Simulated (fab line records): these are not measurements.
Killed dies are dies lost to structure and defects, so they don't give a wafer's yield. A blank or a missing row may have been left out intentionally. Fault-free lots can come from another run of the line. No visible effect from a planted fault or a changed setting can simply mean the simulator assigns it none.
Struck lot and sound lot, side by side + flow sky130 + 21 steps out of a route of 708
Sound: wafers L891.2, L891.3, L891.6. The struck wafers were L894.1, L894.3, L894.4. The cause is named last.
Each step with rows lists, per side, the tool, then ch with its chambers, then its first start. Under that, the readings that differ: sound wafers + struck wafers + difference of the means + sigmas: that difference in standard deviations of wafers without a fault.
alike: readings with means less than 2 such deviations apart, plus words and numbers identical on both sides. not compared: withheld readings, readings lacking a value on some wafer, bounds such as >300 that could conceal the same value, and numbers that have no deviation in the record and whose values overlap.
A row with sigmas, a row that says differs or no value, or rows on one side alone: a step with any of these is where the two part. Numbers that have no deviation but don't overlap get no sigmas and don't part them. A reading that every wafer of one side lacks parts them only if that side has two wafers or more.

first, 1 step without rows for these wafers: SKY_POLY_GATE_OXIDATION_20 (stabilise 600 s, purge 300 s, target thk 4 nm).
SKY_POLY_GATE_THK_MEAS_21:
  sound on film_metro-01 at day 20 02:16; struck on film_metro-01 at day 21 06:16
  alike: POLY_GATE_OXIDATION_THK
SKY_POLY_GATE_CD_MEAS_22:
  sound on cd_sem-02 at day 20 02:21; struck on cd_sem-02 at day 21 06:20
  alike: cd_nm
then, 7 steps without rows for these wafers: SKY_LDD_N_DEHYDRATE_00 (time 60 s); SKY_LDD_N_HMDS_01 (prime time 60 s); SKY_LDD_N_COAT_02 (resist thk 300 nm); SKY_LDD_N_SOFTBAKE_03 (time 60 s); SKY_LDD_N_EXPOSE_04 (exposes mask NTM, target cd 840 nm); SKY_LDD_N_PEB_05; SKY_LDD_N_DEVELOP_06 (develop time 60 s).
SKY_LDD_N_OVL_MEAS_07:
  sound on overlay-02 at day 21 08:13; struck on overlay-02 at day 22 12:58
  alike: LDD_N_OVL
after that, 1 step had no rows for these wafers: SKY_LDD_N_IMPLANT_08.
SKY_LDD_N_IMPLANT_09:
  struck on implanter-04, day 22 13:09; sound on implanter-04 ch 0, day 21 08:25
  no value came back on the struck wafers for beam_energy_keV, beam_on_s (s), implant_ion_amu; on the sound wafers beam_energy_keV reads 20.014 20.008 20.001
then, 6 steps without rows for these wafers: SKY_LDD_N_IMPLANT_10; SKY_LDD_N_IMPLANT_11; SKY_LDD_N_IMPLANT_12; SKY_LDD_N_IMPLANT_13; SKY_LDD_N_IMPLANT_14; SKY_LDD_N_IMPLANT_15.
SKY_LDD_N_STRIP_16: strips in O2/N2.
  sound on plasma_asher-03 ch 0,1, day 21 09:27; struck on plasma_asher-03 ch 0,1, day 22 14:12
| reading                      | sound             | struck            | difference | sigmas |
|------------------------------|-------------------|-------------------|------------|--------|
| strip_time_to_endpoint_s (s) | 4.333 4.341 4.328 | 4.140 4.155 4.175 | -0.177     | -14    |
  alike: drypump_motor_current_A, oes_product_au
  not compared: rf_hours_counter_h
SKY_LDD_N_TW_MEAS_17:
  sound on film_metro-01 at day 21 09:34; struck on film_metro-03 at day 22 14:32
| reading  | sound          | struck         | difference | sigmas |
|----------|----------------|----------------|------------|--------|
| LDD_N_TW | 2608 2617 2619 | 2469 2463 2469 | -148       | -11    |
  not compared: hold

== WHERE THEY PART ==
Earliest at SKY_LDD_N_IMPLANT_09; latest, in this record, at SKY_LDD_N_TW_MEAS_17.

WHY: the cause the simulator had injected
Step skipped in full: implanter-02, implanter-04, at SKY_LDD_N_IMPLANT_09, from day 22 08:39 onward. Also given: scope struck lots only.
